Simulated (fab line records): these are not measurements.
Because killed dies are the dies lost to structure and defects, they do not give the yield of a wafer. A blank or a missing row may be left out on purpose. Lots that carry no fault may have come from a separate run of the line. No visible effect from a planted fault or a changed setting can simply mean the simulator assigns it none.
What tool caused it? ; flow gf180mcu ; 41 wafers from 14 lots sampled at 3 of the route's 602 steps

WHAT THE GAUGES SHOWED, per wafer
GF_V2_OVL_MEAS_15. Usual: V2_OVL gives 3 nm (standard deviation 5.3).
lot;measured;on;V2_OVL (nm);flag
L372;day 20 07:20;overlay-02;13 7 2;
L373;day 20 09:50;overlay-01;-4 3 3;
L375;day 21 15:11;overlay-01;0 -3 15;
L377;day 22 21:11;overlay-02;15 5;
L385;day 25 04:05;overlay-01;-6 7 -1;
L386;day 25 05:14;overlay-02;-2 -1 4;
L388;day 25 23:08;overlay-02;7 0 -2;
L389;day 26 01:08;overlay-02;5 3 10;
L390;day 26 09:02;overlay-02;-5 1 -4;
L391;day 26 18:41;overlay-01;-2 -10 -7;
L392;day 26 22:14;overlay-02;1 8 5;
L393;day 27 05:44;overlay-02;8 8 5;
L394;day 27 13:26;overlay-02;-5 -6 6;
L395;day 27 22:41;overlay-01;5 6 4;

GF_V2_THK_MEAS_25: measures by xrf. Usual: V2_W_THK gives 366 nm (standard deviation 6.3).
lot;measured;on;V2_W_THK (nm);flag
L372;day 20 08:22;film-metro-03;373 367 377;
L373;day 20 10:52;film-metro-04;367 365 364;
L375;day 21 16:14;film-metro-01;373 363 368;
L377;day 22 22:13;film-metro-04;363 368;
L385;day 25 05:07;film-metro-01;369 374 371;
L386;day 25 06:16;film-metro-04;364 366 371;
L388;day 26 00:10;film-metro-04;366 369 364;
L389;day 26 02:11;film-metro-01;374 366 369;
L390;day 26 10:04;film-metro-01;373 369 380;
L391;day 26 19:43;film-metro-03;381 376 382;
L392;day 26 23:18;film-metro-04;364 366 363;
L393;day 27 06:46;film-metro-04;368 360 363;
L394;day 27 14:28;film-metro-01;365 358 355;
L395;day 27 23:43;film-metro-04;363 365 364;

GF_M3_OVL_MEAS_15. Usual: M3_OVL gives 0 nm (standard deviation 6.3).
lot;measured;on;M3_OVL (nm);flag
L372;day 21 09:08;overlay-02;-5 -3 13;
L373;day 21 11:25;overlay-02;2 1 8;
L375;day 22 15:56;overlay-02;-8 0 -4;
L377;day 23 21:40;overlay-01;2 4;
L385;day 26 02:56;overlay-02;-8 -11 4;
L386;day 26 03:49;overlay-01;3 5 -4;
L388;day 26 18:58;overlay-02;-10 -2 -2;
L389;day 26 21:10;overlay-01;9 4 5;
L390;day 27 05:43;overlay-01;6 3 8;
L391;day 27 16:22;overlay-02;1 0 -4;
L392;day 27 20:40;overlay-02;-12 8 -9;
L393;day 28 03:26;overlay-02;-3 -7 -1;
L394;day 28 11:32;overlay-01;-2 7 -6;
L395;day 28 19:47;overlay-01;4 7 7;

TOOL THAT RAN EACH LOT (tool first, then ch and the chambers of the sampled wafers, then the start)
No process step before these readings appears in the record.

AS READ BY THE TOOLS THEMSELVES (means over the sampled wafers that have a number; for cases with no such wafer, the mark the record gives instead)
The record holds no such reading with a usual standard deviation.

THE ANSWER, worked out from the rows above alone
Rule: lot off if the mean of its wafers having a number is beyond 3 standard deviations from the usual mean. Also off: a lot with no number at a reading for which 4 or more lots have one. Where the step has rows for the other lots, those lots are counted as sound. First the gauges in route order, then the tools' own readings, where a lot's mean is used as printed above. At the first step where some lot is off, the reading lying furthest off is the one used; lots without a number count as furthest.
None of the lots is off at any reading shown; this tells nothing.

WHAT HAD BEEN PUT IN BY THE SIMULATOR
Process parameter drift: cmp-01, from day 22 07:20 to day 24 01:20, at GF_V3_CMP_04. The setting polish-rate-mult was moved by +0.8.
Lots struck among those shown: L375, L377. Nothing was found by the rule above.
